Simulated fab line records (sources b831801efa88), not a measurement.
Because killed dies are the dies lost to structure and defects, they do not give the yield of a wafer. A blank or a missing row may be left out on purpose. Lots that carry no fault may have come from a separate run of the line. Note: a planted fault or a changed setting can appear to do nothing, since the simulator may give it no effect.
Lot-split experiment :: flow sky130 :: 5 lots, 23 wafers read, on a route of 708 steps

== THE SPLIT ITSELF ==
At SKY_METAL1_METAL_ETCH_19 (etches the open film in Cl2/BCl3, stops on SiO2, target depth 360 nm, time 78 s), the setting over_etch_frac was moved away from the recipe's 0.3 on 7 of the 23 wafers read, by -29.0% to -13.1%. For the rest of the wafers, this setting stayed at what the recipe calls for.

Reading taken at the split's own step.

== THE READING ==
oes_product_au, in a.u., at SKY_METAL1_METAL_ETCH_19 (etches the open film in Cl2/BCl3, stops on SiO2, target depth 360 nm, time 78 s). On this fab line, fault-free wafers typically give 0.852 a.u. with a standard deviation of 0.0052 a.u.

wafer: L074.1
tool, chamber at the split: rie_metal-03, 0
over_etch_frac as run: 0.3
against the recipe: recipe
oes_product_au, a.u.: 0.864
against lot-mates on the recipe: -

wafer: L074.2
tool, chamber at the split: rie_metal-03, 1
over_etch_frac as run: 0.213
against the recipe: -29.0%
oes_product_au, a.u.: 0.896
against lot-mates on the recipe: +0.039

wafer: L074.3
tool, chamber at the split: rie_metal-03, 0
over_etch_frac as run: 0.3
against the recipe: recipe
oes_product_au, a.u.: 0.845
against lot-mates on the recipe: -

wafer: L074.4
tool, chamber at the split: rie_metal-03, 1
over_etch_frac as run: 0.3
against the recipe: recipe
oes_product_au, a.u.: 0.861
against lot-mates on the recipe: -

wafer: L074.5
tool, chamber at the split: rie_metal-03, 0
over_etch_frac as run: 0.213
against the recipe: -29.0%
oes_product_au, a.u.: 0.890
against lot-mates on the recipe: +0.033

wafer: L075.1
tool, chamber at the split: rie_metal-02, 1
over_etch_frac as run: 0.3
against the recipe: recipe
oes_product_au, a.u.: 0.856
against lot-mates on the recipe: -

wafer: L075.4
tool, chamber at the split: rie_metal-02, 1
over_etch_frac as run: 0.3
against the recipe: recipe
oes_product_au, a.u.: 0.857
against lot-mates on the recipe: -

wafer: L075.5
tool, chamber at the split: rie_metal-02, 0
over_etch_frac as run: 0.3
against the recipe: recipe
oes_product_au, a.u.: 0.847
against lot-mates on the recipe: -

wafer: L077.1
tool, chamber at the split: rie_metal-04, 0
over_etch_frac as run: 0.3
against the recipe: recipe
oes_product_au, a.u.: 0.852
against lot-mates on the recipe: -

wafer: L077.2
tool, chamber at the split: rie_metal-04, 1
over_etch_frac as run: 0.2347
against the recipe: -21.8%
oes_product_au, a.u.: 0.878
against lot-mates on the recipe: +0.026

wafer: L077.4
tool, chamber at the split: rie_metal-04, 0
over_etch_frac as run: 0.3
against the recipe: recipe
oes_product_au, a.u.: 0.850
against lot-mates on the recipe: -

wafer: L077.5
tool, chamber at the split: rie_metal-04, 1
over_etch_frac as run: 0.2347
against the recipe: -21.8%
oes_product_au, a.u.: 0.871
against lot-mates on the recipe: +0.019

wafer: L077.6
tool, chamber at the split: rie_metal-04, 0
over_etch_frac as run: 0.3
against the recipe: recipe
oes_product_au, a.u.: 0.855
against lot-mates on the recipe: -

wafer: L080.2
tool, chamber at the split: rie_metal-04, 1
over_etch_frac as run: 0.2607
against the recipe: -13.1%
oes_product_au, a.u.: 0.864
against lot-mates on the recipe: +0.013

wafer: L080.3
tool, chamber at the split: rie_metal-04, 0
over_etch_frac as run: 0.2607
against the recipe: -13.1%
oes_product_au, a.u.: 0.865
against lot-mates on the recipe: +0.014

wafer: L080.4
tool, chamber at the split: rie_metal-04, 1
over_etch_frac as run: 0.3
against the recipe: recipe
oes_product_au, a.u.: 0.847
against lot-mates on the recipe: -

wafer: L080.5
tool, chamber at the split: rie_metal-04, 1
over_etch_frac as run: 0.2607
against the recipe: -13.1%
oes_product_au, a.u.: 0.863
against lot-mates on the recipe: +0.012

wafer: L080.6
tool, chamber at the split: rie_metal-04, 0
over_etch_frac as run: 0.3
against the recipe: recipe
oes_product_au, a.u.: 0.856
against lot-mates on the recipe: -

wafer: L084.1
tool, chamber at the split: rie_metal-03, 1
over_etch_frac as run: 0.3
against the recipe: recipe
oes_product_au, a.u.: 0.851
against lot-mates on the recipe: -

wafer: L084.2
tool, chamber at the split: rie_metal-03, 0
over_etch_frac as run: 0.3
against the recipe: recipe
oes_product_au, a.u.: 0.850
against lot-mates on the recipe: -

wafer: L084.3
tool, chamber at the split: rie_metal-03, 1
over_etch_frac as run: 0.3
against the recipe: recipe
oes_product_au, a.u.: 0.850
against lot-mates on the recipe: -

wafer: L084.5
tool, chamber at the split: rie_metal-03, 0
over_etch_frac as run: 0.3
against the recipe: recipe
oes_product_au, a.u.: 0.845
against lot-mates on the recipe: -

wafer: L084.6
tool, chamber at the split: rie_metal-03, 1
over_etch_frac as run: 0.3
against the recipe: recipe
oes_product_au, a.u.: 0.857
against lot-mates on the recipe: -

FIT RESULTS
A straight line over all 23 wafers: oes_product_au changes by -0.00121 a.u. for each +1% of over_etch_frac; r = -0.91; the points scatter about the line by 0.0056 a.u.
The same after taking each lot's own level away (the mean of its wafers on the recipe; 23 wafers): -0.00115 a.u. for each +1%; r = -0.93; scatter 0.0048 a.u.
Per that fit: largest over_etch_frac move, reading shift of 0.033 a.u.
From 0.8506 to 0.8567 a.u.: that is the span of the lots' own levels, equal to 1.2 times the standard deviation above.
So the lot-to-lot level changes the slope little: the two slopes agree.
Check: +0.0306 a.u. against its lot-mates is what the line predicts for one of the wafers moved furthest among these (-29.0%) when that wafer is left out of the fit. It came out at +0.0393 a.u. against them.
Tool readings at the split's step, against how far the setting was moved: oes_product_au r = -0.91.

== FURTHER SPLITS ON THESE WAFERS ==
Before the reading, these wafers also passed through other splits. Each is held against what the fit with the lots' levels taken away leaves over:
other split on the same wafers: SKY_CONTACT_HDPCVD_02 sih4_flow_sccm
wafers away from the commonest value: 10
r with oes_product_au (lot level and that fit taken away): +0.11

other split on the same wafers: SKY_METAL1_SPUTTER_01 power_w
wafers away from the commonest value: 8
r with oes_product_au (lot level and that fit taken away): +0.14

other split on the same wafers: SKY_METAL1_SPUTTER_02 power_w
wafers away from the commonest value: 4
r with oes_product_au (lot level and that fit taken away): -0.08

== THE WHOLE CHAIN: every reading that the file lists as answering this split, in the file's order ==
step: SKY_METAL1_METAL_ETCH_19
what it does: etches the open film in Cl2/BCl3, stops on SiO2, target depth 360 nm, time 78 s
reading: oes_product_au
change (the file's fit): -0.00115 a.u. for each +1% of the setting
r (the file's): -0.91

step: SKY_METAL1_METAL_ETCH_19
what it does: etches the open film in Cl2/BCl3, stops on SiO2, target depth 360 nm, time 78 s
reading: KrF-thick_of_METAL1_COAT_10.thk_nm (the simulator's own value, which no gauge read)
change (the file's fit): -0.585 nm for each +1% of the setting
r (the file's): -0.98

step: SKY_METAL1_STRIP_20
what it does: strips in O2/N2
reading: strip_time_to_endpoint_s
change (the file's fit): withheld for each +1% of the setting
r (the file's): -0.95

== THE FILE'S OWN FIT ==
oes_product_au changes by -0.00115 a.u. for each +1% of over_etch_frac, r = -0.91.
